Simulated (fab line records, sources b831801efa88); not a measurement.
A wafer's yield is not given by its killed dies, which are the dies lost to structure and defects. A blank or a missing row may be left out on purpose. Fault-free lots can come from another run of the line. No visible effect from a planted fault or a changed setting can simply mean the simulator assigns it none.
One fault through the eyes of 2 desks    flow gf180mcu    only its own numbers are on each desk; what lay behind them is given at the end

THE TOOL OWNER'S DESK: rie-diel-03
The tool's own readings at GF_HV_LDD_ETCHBACK_58 (etches Si3N4 in CH3F/O2, stops on SiO2, time 100 s, target depth 90 nm): means of the sampled wafers that have a number, for each lot that ran on this tool. Marked OUT: a lot whose mean sits more than 4 standard deviations from the usual mean, which makes it out of limits; the brackets give that distance.
Columns: A = drypump-motor-current-A at GF_HV_LDD_ETCHBACK_58, usual 5.8 A; B = oes-product-au at GF_HV_LDD_ETCHBACK_58, usual 0.841 a.u.; C = rf-fwd-power-W at GF_HV_LDD_ETCHBACK_58, usual 398.0 W; D = throttle-valve-pct at GF_HV_LDD_ETCHBACK_58, usual 10.561 %
lot   first seen here  A    B      C                D
L633  day 13 09:31     5.9  0.847  397.2            10.554
L640  day 16 12:49     5.9  0.837  451.5 (+36) OUT  10.563
This desk finds L640 out of limits, L640 being first, at day 16 12:49 (rf-fwd-power-W at GF_HV_LDD_ETCHBACK_58). L633 stayed within limits.

METROLOGY DESK
What the gauges read for every lot (on any tool): the sampled wafers with a number, averaged. Marked OUT: a lot whose mean sits more than 4 standard deviations from the usual mean, which makes it out of limits; the brackets give that distance. Readings shown: 7 of its 12, picked as those furthest out on some lot.
Columns: A = cd-nm at GF_HV_LDD_CD_MEAS_46, usual 399.9 nm; B = HV_LDD_03_OVL at GF_HV_LDD_OVL_MEAS_47, usual -0.3 nm; C = HV_LDD_RS at GF_HV_LDD_RS_MEAS_53, usual 418.4 ohm/sq; D = HV_LDD_CVD_54_THK at GF_HV_LDD_THK_MEAS_55, usual 9.93 nm; E = cd-nm at GF_NSD_CD_MEAS_07, usual 399.3 nm; F = NSD_TW at GF_NSD_TW_MEAS_12, usual 4273; G = cd-nm at GF_PSD_CD_MEAS_07, usual 399.8 nm
lot   first seen here  A      B     C      D      E      F     G
L632  day 12 23:52     396.5  0.3   418.3  9.93   395.7  4309  396.1
L633  day 13 06:17     403.8  -0.3  417.1  10.17  402.7  4271  403.5
L640  day 16 09:33     401.7  1.2   418.5  9.97   402.2  4265  398.9
L643  day 17 05:23     401.3  -0.4  420.7  10.06  401.7  4280  398.6
L642  day 17 07:29     400.0  -2.5  418.4  9.88   399.0  4309  402.4
Finding of this desk: none of the 5 lots has anything out of limits.

BROUGHT TOGETHER
The tool owner's desk could have raised an alarm at day 16 12:49, on L640.
From the metrology desk's view, nothing was out of limits.
The metrology desk has L640 on record, within its limits.
On rie-diel-03, each named lot ran GF_HV_LDD_ETCHBACK_58.

WHAT THE SIMULATOR HAD PUT IN
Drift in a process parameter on rie-diel-03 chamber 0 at GF_HV_LDD_ETCHBACK_58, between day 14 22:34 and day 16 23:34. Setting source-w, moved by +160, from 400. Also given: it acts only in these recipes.
Lots struck among those shown: L640.
Delay in hours, fault start to first out-of-limits reading, by desk: the tool owner's desk at 38.
